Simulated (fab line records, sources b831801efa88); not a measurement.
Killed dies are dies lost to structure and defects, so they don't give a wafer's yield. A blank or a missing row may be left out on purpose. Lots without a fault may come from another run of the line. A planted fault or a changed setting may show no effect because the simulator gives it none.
fab line records | flow sky130
record lots=6 wafers=18 last_day=50
route steps=708 shown LDD_HVP@288 LDD_LDN@289 SPACER@304 POLY_CUT@307 SD_P@320 PAD_OPEN@708
lots that met no fault: from a run of the same line without faults
start_h: hours from the record's first day to the start of the lot's first wafer shown | wait_h: hours since the lot's step before | " the same as in the row above | L1.1+2: a row that stands for several wafers | - no value, or no start given | * or withheld: withheld | < > ~ a bound
route shown NAME@n: a module of which the file shows steps, and the number in the route of the first | usual: mean/standard deviation of fault-free wafers | same: alike in all rows | chamber/n: place in a boat | sites: the reading at each site | _std_site: their standard deviation | _edge_site: outer sites' mean less inner sites' | radius_mm: how far each site lies from the wafer's centre | mask NAME#n: copy n | behind: the tool/chamber that last shaped the wafer | hold: why the lot was held/for how many hours/how that ended | device: the transistor (n, p or np) that didn't switch | end of line: the same wafers' tests at the end of the route | a step without rows: its recipe alone | killed: dies lost to structure and defects at the first sort, not the wafer's yield | map: a wafer's dies, x killed, . not, _ none there
set.NAME: the setting as run; set.NAME@STEP: as run at that earlier step | model.NAME: the simulator's own value behind a step, which no gauge read
lots at some steps of the route; a table a step, a row a wafer
services: from which hour (start_h, from the record's first day; less than 0 if before it) a tool's chamber was out of use, for how many hours, and why
## steps
# step SKY_LDD_HVP_TW_MEAS_10
# usual LDD_HVP_TW=452.3/2.4
# columns lot.wafer tool chamber start_h wait_h LDD_HVP_TW
L148.2 film_metro-01 - 549.82 0.1 453.4
L148.4 " - " " 452.6
L148.6 " - " " 456.4
L149.1 film_metro-04 - 553.45 0.1 449.7
L149.4 " - " " 449.9
L149.5 " - " " 451.3
L150.3 film_metro-01 - 559.76 0.1 454.2
L150.5 " - " " 452.9
L150.6 " - " " 454.5
L154.2 film_metro-04 - 599.33 0.2 450.8
L154.3 " - " " 450.0
L154.4 " - " " 450.2
L157.3 film_metro-04 - 617.76 0.1 451.7
L157.5 " - " " 450.5
L157.6 " - " " 450.6
L165.1 film_metro-01 - 680.86 0.1 457.2
L165.4 " - " " 457.0
L165.6 " - " " 455.9
# step SKY_LDD_LDN_DEHYDRATE_00
# recipe temp_c=200 time_s=60
# step SKY_LDD_LDN_HMDS_01
# recipe prime_time_s=60 prime_temp_c=120
# step SKY_LDD_LDN_COAT_02
# recipe resist=NOVOLAK spin_rpm=3000 resist_thk_nm=1140
# step SKY_LDD_LDN_SOFTBAKE_03
# recipe temp_c=89.37 time_s=60 resist=NOVOLAK
# step SKY_LDD_LDN_EXPOSE_04
# recipe mask_id=LDNTM na=0.6 source_shape=conventional sigma_outer=0.6 polarization=unpolarized target_cd_nm=700 dose_mj=140
# step SKY_LDD_LDN_PEB_05
# recipe temp_c=withheld time_s=* resist=NOVOLAK
# step SKY_LDD_LDN_DEVELOP_06
# recipe resist=NOVOLAK developer=TMAH develop_time_s=60 dev_temp_c=23
# step SKY_LDD_LDN_OVL_MEAS_07
# usual LDD_LDN_OVL=-0.2/1.5
# columns lot.wafer tool chamber start_h wait_h LDD_LDN_OVL[nm]
L148.2 overlay-02 - 578.47 0.1 -0.6
L148.4 " - " " 0.1
L148.6 " - " " 0.0
L149.1 overlay-01 - 582.21 0.1 1.5
L149.4 " - " " 0.6
L149.5 " - " " 3.4
L150.3 overlay-02 - 589.48 0.1 -0.9
L150.5 " - " " -2.9
L150.6 " - " " -2.3
L154.2 overlay-02 - 626.47 0.1 -1.6
L154.3 " - " " -2.0
L154.4 " - " " 0.0
L157.3 overlay-01 - 646.12 0.1 -0.8
L157.5 " - " " -2.0
L157.6 " - " " -2.5
L165.1 overlay-02 - 708.16 0.1 -1.4
L165.4 " - " " -2.8
L165.6 " - " " -1.8
# step SKY_LDD_LDN_IMPLANT_08
# recipe species=As energy_kev=15 dose_cm2=1.25e+13 tilt_deg=withheld rotation_deg=23
# step SKY_LDD_LDN_IMPLANT_09
# recipe species=As energy_kev=15 dose_cm2=1.25e+13 tilt_deg=withheld rotation_deg=113
# step SKY_LDD_LDN_IMPLANT_10
# recipe species=As energy_kev=15 dose_cm2=1.25e+13 tilt_deg=withheld rotation_deg=203
# step SKY_LDD_LDN_IMPLANT_11
# recipe species=As energy_kev=15 dose_cm2=1.25e+13 tilt_deg=withheld rotation_deg=293
# usual dose_ions_cm2=1.2501e+13/1.5e+10 rotation_deg=293.00/0.054
# columns lot.wafer tool chamber start_h wait_h dose_ions_cm2 rotation_deg
L148.2 implanter-02 0 578.97 0.1 1.2514e+13 292.94
L148.4 " 0 " " 1.2521e+13 293.06
L148.6 " 0 " " 1.2513e+13 293.03
L149.1 implanter-01 0 582.70 0.1 1.2503e+13 292.97
L149.4 " 0 " " 1.2502e+13 293.04
L149.5 " 0 " " 1.2481e+13 292.97
L150.3 implanter-03 0 590.00 0.1 1.253e+13 292.99
L150.5 " 0 " " 1.2495e+13 293.06
L150.6 " 0 " " 1.2513e+13 292.99
L154.2 implanter-01 0 626.97 0.1 1.2494e+13 293.03
L154.3 " 0 " " 1.2504e+13 292.96
L154.4 " 0 " " 1.2489e+13 292.90
L157.3 implanter-01 0 646.64 0.1 1.2476e+13 293.02
L157.5 " 0 " " 1.2498e+13 293.04
L157.6 " 0 " " 1.2523e+13 293.03
L165.1 implanter-02 0 708.65 0.1 1.2482e+13 293.04
L165.4 " 0 " " 1.2498e+13 293.09
L165.6 " 0 " " 1.2497e+13 293.00
# step SKY_LDD_LDN_STRIP_12
# recipe chemistry=O2/N2 power_w=1400 pressure_mtorr=1500 platen_temp_c=withheld o2_flow_sccm=3000 n2_flow_sccm=300 overash_fraction=0.5
# usual drypump_motor_current_A=5.7/0.61 oes_product_au=0.715/0.0045 strip_time_to_endpoint_s=14.24/0.032
# columns lot.wafer tool chamber start_h wait_h drypump_motor_current_A oes_product_au rf_hours_counter_h strip_time_to_endpoint_s
L148.2 plasma_asher-03 1 579.10 0.1 5.5 0.722 15 14.24
L148.4 " 0 " " 5.1 0.719 - 14.27
L148.6 " 1 " " 5.5 0.715 - 14.26
L149.1 plasma_asher-03 0 582.85 0.1 5.1 0.711 15 14.24
L149.4 " 1 " " 5.5 0.712 - 14.24
L149.5 " 1 " " 5.5 0.707 - 14.26
L150.3 plasma_asher-04 0 590.13 0.1 6.7 0.716 - 14.25
L150.5 " 1 " " 6.1 0.707 - 14.22
L150.6 " 0 " " 6.7 0.717 - 14.27
L154.2 plasma_asher-04 1 627.10 0.1 6.1 0.713 48 14.21
L154.3 " 0 " " 6.6 0.711 - 14.25
L154.4 " 1 " " 6.1 0.714 - 14.19
L157.3 plasma_asher-04 0 646.77 0.1 6.7 0.713 - 14.27
L157.5 " 0 " " 6.7 0.721 - 14.24
L157.6 " 1 " " 6.1 0.717 - 14.24
L165.1 plasma_asher-03 0 708.80 0.1 5.1 0.709 25 14.20
L165.4 " 0 " " 5.1 0.718 - 14.19
L165.6 " 1 " " 5.5 0.727 - 14.26
# step SKY_LDD_LDN_TW_MEAS_13
# usual LDD_LDN_TW=1464/12
# columns lot.wafer tool chamber start_h wait_h LDD_LDN_TW
L148.2 film_metro-03 - 579.21 0.1 1451
L148.4 " - " " 1445
L148.6 " - " " 1450
L149.1 film_metro-04 - 582.95 0.1 1462
L149.4 " - " " 1463
L149.5 " - " " 1464
L150.3 film_metro-03 - 590.22 0.1 1449
L150.5 " - " " 1447
L150.6 " - " " 1449
L154.2 film_metro-04 - 627.21 0.1 1449
L154.3 " - " " 1447
L154.4 " - " " 1455
L157.3 film_metro-01 - 646.86 0.1 1478
L157.5 " - " " 1463
L157.6 " - " " 1458
L165.1 film_metro-04 - 708.90 0.1 1461
L165.4 " - " " 1468
L165.6 " - " " 1477
# step SKY_LDD_LDN_CLEAN_14
# recipe chemistry=SC1/SC2 mix=1:4:20 temp_c=70 time_s=150 dry=n2_spin
# step SKY_SPACER_CVD_00
# recipe material=Si3N4 precursor=DCS/NH3 target_thk_nm=43.1 temp_c=770 time_s=740 pressure_mtorr=250
# step SKY_SPACER_THK_MEAS_01
# recipe reads=Si3N4_of_SPACER_CVD_00
# usual SPACER_CVD_00_THK=43.1/0.4
# columns lot.wafer tool chamber start_h wait_h SPACER_CVD_00_THK[nm]
L148.2 film_metro-02 - 580.57 0.0 43.4
L148.4 " - " " 43.2
L148.6 " - " " 43.1
L149.1 film_metro-04 - 584.27 0.0 43.7
L149.4 " - " " 43.7
L149.5 " - " " 44.1
L150.3 film_metro-03 - 591.54 0.0 42.4
L150.5 " - " " 42.9
L150.6 " - " " 42.7
L154.2 film_metro-02 - 628.53 0.0 43.4
L154.3 " - " " 43.0
L154.4 " - " " 43.3
L157.3 film_metro-04 - 649.84 0.0 43.0
L157.5 " - " " 43.0
L157.6 " - " " 43.1
L165.1 film_metro-02 - 711.89 0.0 43.0
L165.4 " - " " 43.0
L165.6 " - " " 43.1
# step SKY_SPACER_ETCHBACK_02
# recipe chemistry=CH3F/O2 target=Si3N4 stop_on=SiO2 source_w=400 bias_w=80 pressure_mtorr=25 ch3f_flow_sccm=40 O2_flow_sccm=30 time_s=46.7 target_depth_a=450
# usual drypump_motor_current_A=5.9/0.46 oes_product_au=0.855/0.0064 throttle_valve_pct=10.563/0.0092
# columns lot.wafer tool chamber start_h wait_h drypump_motor_current_A oes_product_au rf_hours_counter_h throttle_valve_pct
L148.2 rie_diel-03 3 580.62 0.0 5.5 0.857 0 10.567
L148.4 " 2 " " 5.4 0.856 3 10.552
L148.6 " 0 " " 6.0 0.862 - 10.555
L149.1 rie_diel-03 1 584.33 0.1 5.0 0.865 2 10.576
L149.4 " 0 " " 6.0 0.863 4 10.548
L149.5 " 2 " " 5.4 0.861 - 10.562
L150.3 rie_diel-04 1 591.58 0.0 5.6 0.844 4 10.559
L150.5 " 2 " " 5.6 0.853 - 10.557
L150.6 " 1 " " 5.6 0.846 - 10.585
L154.2 rie_diel-04 2 628.58 0.0 5.5 0.859 4 10.561
L154.3 " 3 " " 6.2 0.857 - 10.552
L154.4 " 2 " " 5.5 0.856 - 10.556
L157.3 rie_diel-03 3 649.88 0.0 5.5 0.854 2 10.562
L157.5 " 2 " " 5.4 0.854 - 10.557
L157.6 " 3 " " 5.5 0.864 - 10.559
L165.1 rie_diel-04 2 711.95 0.1 5.6 0.857 5 10.581
L165.4 " 3 " " 6.2 0.856 3 10.551
L165.6 " 0 " " 6.4 0.856 - 10.561
# step SKY_POLY_CUT_DEHYDRATE_00
# recipe temp_c=200 time_s=60
# step SKY_POLY_CUT_HMDS_01
# recipe prime_time_s=60 prime_temp_c=120
# step SKY_POLY_CUT_COAT_02
# recipe resist=BARC temp_c=withheld time_s=withheld spin_rpm=3000 resist_thk_nm=60
# step SKY_POLY_CUT_COAT_03
# recipe resist=KrF-thick spin_rpm=3000 resist_thk_nm=450
# step SKY_POLY_CUT_SOFTBAKE_04
# recipe temp_c=100 time_s=90 resist=KrF-thick
# step SKY_POLY_CUT_EXPOSE_05
# recipe mask_id=NPCM na=0.8 source_shape=annular sigma_inner=0.55 sigma_outer=0.85 target_cd_nm=270 dose_mj=32
# step SKY_POLY_CUT_PEB_06
# recipe peb_temp_c=withheld peb_time_s=withheld resist=KrF-thick
# step SKY_POLY_CUT_DEVELOP_07
# recipe develop_time_s=60 resist=KrF-thick dev_temp_c=21
# step SKY_POLY_CUT_CD_MEAS_08
# recipe target_cd_nm=270
# usual cd_nm=270.5/1.5
# columns lot.wafer tool chamber start_h wait_h cd_nm
L148.2 cd_sem-01 - 610.18 - 270.7
L148.4 " - " " 270.8
L148.6 " - " " 270.2
L149.1 cd_sem-01 - 612.91 - 271.2
L149.4 " - " " 270.7
L149.5 " - " " 270.6
L150.3 cd_sem-02 - 620.97 - 270.3
L150.5 " - " " 270.6
L150.6 " - " " 269.3
L154.2 cd_sem-01 - 656.88 - 271.6
L154.3 " - " " 272.6
L154.4 " - " " 272.0
L157.3 cd_sem-02 - 678.51 - 272.0
L157.5 " - " " 273.3
L157.6 " - " " 272.9
L165.1 cd_sem-01 - 739.18 - 271.3
L165.4 " - " " 271.4
L165.6 " - " " 272.4
# step SKY_POLY_CUT_OVL_MEAS_09
# usual POLY_CUT_OVL=-1/4.8
# columns lot.wafer tool chamber start_h wait_h POLY_CUT_OVL[nm]
L148.2 overlay-01 - 610.29 0.1 9
L148.4 " - " " 1
L148.6 " - " " 8
L149.1 overlay-02 - 613.03 0.1 -12
L149.4 " - " " -3
L149.5 " - " " -7
L150.3 overlay-01 - 621.06 0.1 1
L150.5 " - " " 4
L150.6 " - " " 3
L154.2 overlay-02 - 656.99 0.1 -9
L154.3 " - " " -7
L154.4 " - " " -7
L157.3 overlay-01 - 678.60 0.1 9
L157.5 " - " " 8
L157.6 " - " " 5
L165.1 overlay-02 - 739.30 0.1 -2
L165.4 " - " " -2
L165.6 " - " " -7
# step SKY_POLY_CUT_ETCH_10
# recipe chemistry=N2/H2 target=BARC ion_energy_ev=200 source_w=500 bias_w=100 pressure_mtorr=30 n2_flow_sccm=100 h2_flow_sccm=200 stop_on=SiO2 time_s=45.9 target_depth_a=600
# usual drypump_motor_current_A=5.6/0.39 oes_product_au=0.855/0.0052 throttle_valve_pct=13.225/0.0095
# columns lot.wafer tool chamber start_h wait_h drypump_motor_current_A oes_product_au rf_hours_counter_h throttle_valve_pct
L148.2 rie_diel-03 3 610.32 0.0 5.5 0.867 1 13.216
L148.4 " 2 " " 5.4 0.863 3 13.231
L148.6 " 0 " " 6.0 0.855 - 13.227
L149.1 rie_diel-01 2 613.07 0.0 5.4 0.850 7 13.224
L149.4 " 0 " " 5.5 0.860 43 13.225
L149.5 " 2 " " 5.4 0.855 - 13.224
L150.3 rie_diel-03 0 621.08 0.0 6.0 0.846 4 13.213
L150.5 " 2 " " 5.4 0.847 - 13.225
L150.6 " 3 " " 5.5 0.856 - 13.214
L154.2 rie_diel-01 2 657.02 0.0 5.4 0.855 8 13.236
L154.3 " 0 " " 5.5 0.847 44 13.218
L154.4 " 1 " " 5.7 0.859 6 13.219
L157.3 rie_diel-03 1 678.62 0.0 5.0 0.856 3 13.240
L157.5 " 3 " " 5.5 0.854 - 13.216
L157.6 " 0 " " 6.0 0.853 - 13.239
L165.1 rie_diel-03 3 739.33 0.0 5.5 0.856 3 13.214
L165.4 " 0 " " 6.0 0.841 7 13.207
L165.6 " 1 " " 5.0 0.848 - 13.230
# step SKY_POLY_CUT_ETCH_11
# recipe target=Si3N4 chemistry=CF4/CH2F2/Ar stop_on=poly-Si source_w=593.1 bias_w=150 pressure_mtorr=40 cf4_flow_sccm=40 ch2f2_flow_sccm=20 Ar_flow_sccm=150 time_s=42.5 target_depth_a=600
# usual drypump_motor_current_A=5.6/0.39 mfc_ar_sccm=150.0/0.45 oes_product_au=0.830/0.0058 throttle_valve_pct=14.995/0.0089
# columns lot.wafer tool chamber start_h wait_h drypump_motor_current_A mfc_ar_sccm oes_product_au rf_hours_counter_h throttle_valve_pct
L148.2 rie_diel-03 3 610.36 0.0 5.5 150.7 0.826 1 14.990
L148.4 " 2 " " 5.4 149.9 0.823 3 15.002
L148.6 " 0 " " 6.0 150.2 0.833 - 15.001
L149.1 rie_diel-01 2 613.11 0.0 5.4 150.3 0.825 7 15.004
L149.4 " 0 " " 5.6 151.0 0.832 43 14.984
L149.5 " 2 " " 5.4 149.3 0.824 - 14.979
L150.3 rie_diel-03 0 621.12 0.0 6.0 149.2 0.819 4 14.992
L150.5 " 2 " " 5.4 149.4 0.838 - 14.994
L150.6 " 3 " " 5.5 149.6 0.828 - 14.993
L154.2 rie_diel-01 2 657.06 0.0 5.4 150.4 0.832 8 14.997
L154.3 " 0 " " 5.6 150.2 0.828 44 15.005
L154.4 " 1 " " 5.7 150.2 0.830 6 14.979
L157.3 rie_diel-03 1 678.66 0.0 5.0 149.9 0.824 3 14.994
L157.5 " 3 " " 5.5 150.4 0.830 - 14.994
L157.6 " 0 " " 6.0 150.0 0.824 - 14.980
L165.1 rie_diel-03 3 739.37 0.0 5.5 149.9 0.836 3 15.003
L165.4 " 0 " " 6.0 149.2 0.830 7 14.977
L165.6 " 1 " " 5.0 150.5 0.831 - 14.994
# step SKY_POLY_CUT_STRIP_12
# recipe chemistry=O2/N2 power_w=1400 pressure_mtorr=1500 platen_temp_c=withheld o2_flow_sccm=3000 n2_flow_sccm=300 overash_fraction=0.5
# usual drypump_motor_current_A=6.0/0.59 oes_product_au=0.452/0.004 strip_time_to_endpoint_s=5.360/0.016
# columns lot.wafer tool chamber start_h wait_h drypump_motor_current_A oes_product_au rf_hours_counter_h strip_time_to_endpoint_s
L148.2 plasma_asher-04 1 610.40 0.0 6.1 0.448 47 5.346
L148.4 " 1 " " 6.1 0.450 - 5.339
L148.6 " 0 " " 6.7 0.452 - 5.367
L149.1 plasma_asher-04 0 613.15 0.0 6.7 0.446 47 5.343
L149.4 " 0 " " 6.7 0.455 - 5.361
L149.5 " 0 " " 6.7 0.458 - 5.361
L150.3 plasma_asher-04 0 621.20 0.1 6.7 0.452 - 5.368
L150.5 " 0 " " 6.7 0.445 - 5.357
L150.6 " 1 " " 6.1 0.448 - 5.338
L154.2 plasma_asher-02 1 657.10 0.0 6.7 0.454 95 5.366
L154.3 " 0 " " 5.5 0.452 - 5.370
L154.4 " 1 " " 6.7 0.456 - 5.369
L157.3 plasma_asher-02 1 678.74 0.1 6.7 0.447 - 5.351
L157.5 " 1 " " 6.7 0.457 - 5.343
L157.6 " 0 " " 5.5 0.456 - 5.353
L165.1 plasma_asher-04 1 739.41 0.0 6.1 0.449 60 5.370
L165.4 " 0 " " 6.7 0.454 - 5.392
L165.6 " 1 " " 6.1 0.449 - 5.355
# step SKY_SD_P_DEHYDRATE_00
# recipe temp_c=200 time_s=60
# step SKY_SD_P_HMDS_01
# recipe prime_time_s=60 prime_temp_c=120
# step SKY_SD_P_COAT_02
# recipe resist=NOVOLAK spin_rpm=3000 resist_thk_nm=1140
# step SKY_SD_P_SOFTBAKE_03
# recipe temp_c=90 time_s=60 resist=NOVOLAK
# step SKY_SD_P_EXPOSE_04
# recipe mask_id=PSDM na=0.6 source_shape=conventional sigma_outer=0.6 polarization=unpolarized target_cd_nm=380 dose_mj=138
# step SKY_SD_P_PEB_05
# recipe temp_c=withheld time_s=* resist=NOVOLAK
# step SKY_SD_P_DEVELOP_06
# recipe resist=NOVOLAK developer=TMAH develop_time_s=60 dev_temp_c=23
# step SKY_SD_P_CD_MEAS_07
# recipe target_cd_nm=380
# usual cd_nm=381.0/2.4
# columns lot.wafer tool chamber start_h wait_h cd_nm
L148.2 cd_sem-01 - 638.22 0.1 379.1
L148.4 " - " " 380.6
L148.6 " - " " 379.9
L149.1 cd_sem-02 - 640.70 0.1 382.6
L149.4 " - " " 382.6
L149.5 " - " " 382.3
L150.3 cd_sem-02 - 648.89 0.1 382.1
L150.5 " - " " 379.5
L150.6 " - " " 379.2
L154.2 cd_sem-01 - 685.37 0.1 382.1
L154.3 " - " " 378.5
L154.4 " - " " 382.0
L157.3 cd_sem-02 - 706.35 0.1 379.1
L157.5 " - " " 378.2
L157.6 " - " " 378.4
L165.1 cd_sem-02 - 765.05 0.2 384.4
L165.4 " - " " 382.7
L165.6 " - " " 383.2
# step SKY_SD_P_OVL_MEAS_08
# usual SD_P_OVL=-1.2/1.6
# columns lot.wafer tool chamber start_h wait_h SD_P_OVL[nm]
L148.2 overlay-01 - 638.33 0.1 0.6
L148.4 " - " " 1.8
L148.6 " - " " 0.5
L149.1 overlay-01 - 640.82 0.1 -1.8
L149.4 " - " " 0.6
L149.5 " - " " -1.4
L150.3 overlay-02 - 648.99 0.1 -0.4
L150.5 " - " " -1.0
L150.6 " - " " -2.7
L154.2 overlay-01 - 685.48 0.1 -0.8
L154.3 " - " " -0.9
L154.4 " - " " -1.1
L157.3 overlay-01 - 706.45 0.1 -1.1
L157.5 " - " " -1.8
L157.6 " - " " -1.3
L165.1 overlay-02 - 765.17 0.1 -3.8
L165.4 " - " " -5.8
L165.6 " - " " -2.1
# step SKY_SD_P_IMPLANT_09
# recipe species=BF2 energy_kev=20 dose_cm2=3e+15 tilt_deg=0
# step SKY_PAD_OPEN_PROBE_99
# usual killed_at_M0_to_M3=44/7.9 killed_at_M4_up=3.1/2 killed_at_contacts=23/4.9 killed_at_front_end=15/3.9 killed_at_other=0.2/0.49 killed_dies=86/10 killed_open=47/7.1 killed_short=39/7.1
# same gross_dies=492 killed_at_back_side=0
# columns lot.wafer tool chamber start_h wait_h killed_at_M0_to_M3 killed_at_M4_up killed_at_contacts killed_at_front_end killed_at_other killed_dies killed_open killed_short model.etest.tip_sonos.rs_ohm_sq model.etest.tip_sonos.rs_ohm_sq_range model.etest.tip_sonos.rs_ohm_sq_rim_less_centre
L148.2 prober-01 - 1110.49 0.1 39 3 28 14 0 84 33 50 2497 39.96 2.494
L148.4 prober-01 - 1110.59 0.2 33 4 22 19 0 78 37 39 2500 35.28 -24.36
L148.6 prober-01 - 1110.69 0.2 31 0 24 18 1 74 33 41 2480 32.62 -14.72
L149.1 prober-02 - 1111.42 0.1 52 4 30 16 0 102 65 37 2541 38.16 -10.43
L149.4 prober-02 - 1111.57 0.2 53 3 30 9 0 95 53 42 2521 27.55 4.292
L149.5 prober-02 - 1111.62 0.2 43 1 18 15 0 77 48 29 2546 40.13 5.104
L150.3 prober-01 - 1117.37 0.2 35 5 29 19 0 88 40 48 2682 28.41 -7.026
L150.5 prober-01 - 1117.47 0.2 56 1 24 10 0 91 54 37 2715 42.55 26.16
L150.6 prober-01 - 1117.52 0.2 46 3 26 10 0 85 42 43 2684 52.65 7.346
L154.2 prober-01 - 1142.87 0.1 35 2 29 10 0 76 48 27 2825 139.8 -49.74
L154.3 prober-01 - 1142.92 0.2 34 2 28 17 2 83 45 38 2783 143.2 -34.2
L154.4 prober-01 - 1142.97 0.2 38 5 13 22 1 79 40 37 2754 146.4 -46.76
L157.3 prober-02 - 1157.98 0.2 40 2 16 19 0 77 34 42 2754 138.3 -50.74
L157.5 prober-02 - 1158.08 0.2 51 3 23 23 0 100 59 41 2733 104.3 -34.92
L157.6 prober-02 - 1158.13 0.2 38 2 28 18 0 86 46 40 2762 124.3 -43.28
L165.1 prober-02 - 1195.55 0.1 47 6 18 19 0 90 52 38 2633 44.17 -22.25
L165.4 prober-02 - 1195.70 0.2 36 2 27 14 1 80 44 36 2619 53.25 -10.33
L165.6 prober-02 - 1195.80 0.2 47 5 20 16 0 88 51 37 2658 52.02 -8.723
# killed by level:class
L148.2 LOCAL_INTERCONNECT:geometric_particle:short=10 METAL2:geometric_particle:short=7 CONTACT:geometric_particle:short=6 CONTACT:geometric_particle:open=6 VIA1:geometric_particle:open=5 VIA1:geometric_particle:short=5 VIA2:geometric_particle:short=5 FIELD_ISO:geometric_particle:open=4
L148.4 VIA1:geometric_particle:open=9 CONTACT:geometric_particle:open=8 POLY_GATE:geometric_particle:short=6 VIA1:geometric_particle:short=6 METAL2:geometric_particle:short=5 SPACER:geometric_particle:open=4 LI_CONTACT:geometric_particle:open=4 LOCAL_INTERCONNECT:geometric_particle:short=4
L148.6 VIA1:geometric_particle:open=10 LOCAL_INTERCONNECT:geometric_particle:short=9 CONTACT:geometric_particle:short=8 FIELD_ISO:geometric_particle:short=6 CONTACT:geometric_particle:open=6 METAL2:geometric_particle:short=5 VIA3:geometric_particle:open=5 SPACER:geometric_particle:short=4
L149.1 VIA1:geometric_particle:open=12 CONTACT:geometric_particle:open=11 VIA3:geometric_particle:open=10 VIA2:geometric_particle:open=8 LI_CONTACT:geometric_particle:open=6 VIA2:geometric_particle:short=6 FIELD_ISO:geometric_particle:open=5 LOCAL_INTERCONNECT:geometric_particle:short=5
L149.4 CONTACT:geometric_particle:open=14 VIA1:geometric_particle:open=11 VIA3:geometric_particle:open=9 METAL2:geometric_particle:short=7 VIA1:geometric_particle:short=6 LI_CONTACT:geometric_particle:open=5 LOCAL_INTERCONNECT:geometric_particle:short=5 CONTACT:geometric_particle:short=5
L149.5 VIA1:geometric_particle:open=13 CONTACT:geometric_particle:open=10 VIA3:geometric_particle:open=6 LI_CONTACT:geometric_particle:open=5 METAL2:geometric_particle:short=5 VIA2:geometric_particle:open=5 FIELD_ISO:geometric_particle:short=4 FIELD_ISO:geometric_particle:open=4
L150.3 CONTACT:geometric_particle:short=12 METAL2:geometric_particle:short=7 VIA1:geometric_particle:open=6 LI_CONTACT:geometric_particle:open=6 CONTACT:geometric_particle:open=6 VIA1:geometric_particle:short=6 FIELD_ISO:geometric_particle:short=5 LOCAL_INTERCONNECT:geometric_particle:short=5
L150.5 CONTACT:geometric_particle:open=13 METAL2:geometric_particle:short=10 VIA1:geometric_particle:open=9 VIA2:geometric_particle:open=8 LI_CONTACT:geometric_particle:open=7 VIA3:geometric_particle:open=6 FIELD_ISO:geometric_particle:short=5 METAL1:geometric_particle:short=5
L150.6 METAL2:geometric_particle:short=10 CONTACT:geometric_particle:open=9 LI_CONTACT:geometric_particle:open=8 METAL1:geometric_particle:short=7 VIA3:geometric_particle:open=7 VIA1:geometric_particle:short=5 VIA1:geometric_particle:open=5 FIELD_ISO:geometric_particle:short=4
L154.2 CONTACT:geometric_particle:open=14 VIA2:geometric_particle:open=9 VIA1:geometric_particle:open=8 VIA3:geometric_particle:open=6 FIELD_ISO:geometric_particle:open=5 LI_CONTACT:geometric_particle:open=5 CONTACT:geometric_particle:short=5 LOCAL_INTERCONNECT:geometric_particle:short=3
L154.3 VIA1:geometric_particle:open=10 LI_CONTACT:geometric_particle:open=7 CONTACT:geometric_particle:open=7 LI_CONTACT:geometric_particle:short=6 FIELD_ISO:geometric_particle:open=5 LOCAL_INTERCONNECT:geometric_particle:short=5 VIA2:geometric_particle:short=5 VIA2:geometric_particle:open=4
L154.4 VIA1:geometric_particle:open=9 FIELD_ISO:geometric_particle:open=7 FIELD_ISO:geometric_particle:short=6 VIA2:geometric_particle:open=6 LI_CONTACT:geometric_particle:open=5 METAL1:geometric_particle:short=5 METAL4:geometric_particle:short=5 CONTACT:geometric_particle:open=4
L157.3 VIA1:geometric_particle:open=10 POLY_GATE:geometric_particle:short=6 CONTACT:geometric_particle:open=6 FIELD_ISO:geometric_particle:short=5 METAL1:geometric_particle:short=5 LOCAL_INTERCONNECT:geometric_particle:short=5 VIA3:geometric_particle:short=5 VIA2:geometric_particle:open=4
L157.5 VIA1:geometric_particle:open=23 CONTACT:geometric_particle:open=8 VIA2:geometric_particle:open=8 POLY_GATE:geometric_particle:short=6 METAL2:geometric_particle:short=5 POLY_GATE:geometric_particle:open=4 LI_CONTACT:geometric_particle:short=4 LI_CONTACT:geometric_particle:open=4
L157.6 VIA1:geometric_particle:open=11 CONTACT:geometric_particle:open=9 LOCAL_INTERCONNECT:geometric_particle:short=7 VIA2:geometric_particle:open=6 VIA3:geometric_particle:open=5 SPACER:geometric_particle:short=5 METAL1:geometric_particle:short=5 LI_CONTACT:geometric_particle:open=4
L165.1 VIA3:geometric_particle:open=10 VIA1:geometric_particle:open=9 VIA2:geometric_particle:open=7 VIA1:geometric_particle:short=6 METAL3:geometric_particle:open=6 FIELD_ISO:geometric_particle:open=5 LOCAL_INTERCONNECT:geometric_particle:short=5 CONTACT:geometric_particle:short=5
L165.4 CONTACT:geometric_particle:open=12 VIA1:geometric_particle:open=7 METAL1:geometric_particle:short=6 FIELD_ISO:geometric_particle:open=5 CONTACT:geometric_particle:short=5 METAL3:geometric_particle:short=5 METAL2:geometric_particle:short=5 VIA2:geometric_particle:open=5
L165.6 FIELD_ISO:geometric_particle:open=10 VIA1:geometric_particle:open=9 VIA2:geometric_particle:open=8 LI_CONTACT:geometric_particle:open=7 VIA3:geometric_particle:open=7 METAL2:geometric_particle:short=6 METAL3:geometric_particle:short=6 CONTACT:geometric_particle:open=5
## services
# columns tool chamber start_h hours kind
rie_diel-04 2 558.03 8.6 repair
rie_diel-03 - 577.24 0.5 repair
rie_diel-04 0 590.64 9.7 repair
rie_diel-01 - 593.50 1.2 repair
rie_diel-04 0 602.89 12.2 repair
rie_diel-04 2 608.61 6.3 repair
rie_diel-03 1 614.17 24.2 repair
rie_diel-04 0 619.41 12.0 repair
rie_diel-04 1 627.86 6.0 repair
implanter-01 - 638.06 7.6 repair
rie_diel-03 1 639.47 10.1 repair
rie_diel-01 3 641.79 8.6 repair
implanter-02 - 642.62 1.8 repair
rie_diel-04 - 657.34 0.6 repair
implanter-01 - 660.36 6.4 pm
rie_diel-01 0 666.30 5.0 repair
plasma_asher-03 - 673.77 28.1 pm
rie_diel-01 2 676.36 3.9 repair
rie_diel-01 0 680.42 3.5 repair
rie_diel-04 - 687.04 2.8 pm
rie_diel-03 0 707.39 6.2 repair
rie_diel-01 3 708.00 5.0 repair
rie_diel-03 3 716.67 3.8 repair
rie_diel-04 1 732.65 8.5 repair
## key
first_sign none at tools or gauges
model_effect step=SKY_PAD_OPEN_PROBE_99 value=etest.tip_sonos.rs_ohm_sq without=2664 struck=2768
met_at SKY_LDD_LDN_IMPLANT_11
struck_wafers L154.2,L154.3,L154.4,L157.3,L157.5,L157.6
tester_left_out L154,L157
onset_between 582.70 626.97
also_fits SKY_LDD_LDN_STRIP_12:plasma_asher-04,SKY_POLY_CUT_STRIP_12:plasma_asher-02
fault kind=process_parameter_drift tool=implanter-01 chamber=- onset_h=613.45 steps=SKY_LDD_LDN_IMPLANT_11 channel=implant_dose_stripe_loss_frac offset=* shape=step end_h=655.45
# tester_left_out: of these lots the tester's yield and bins aren't shown, on N5 and GAA mostly nor the transistor test; their killed dies are dies lost to structure and defects alone, not to doping, threshold or leakage, so they don't give the yield
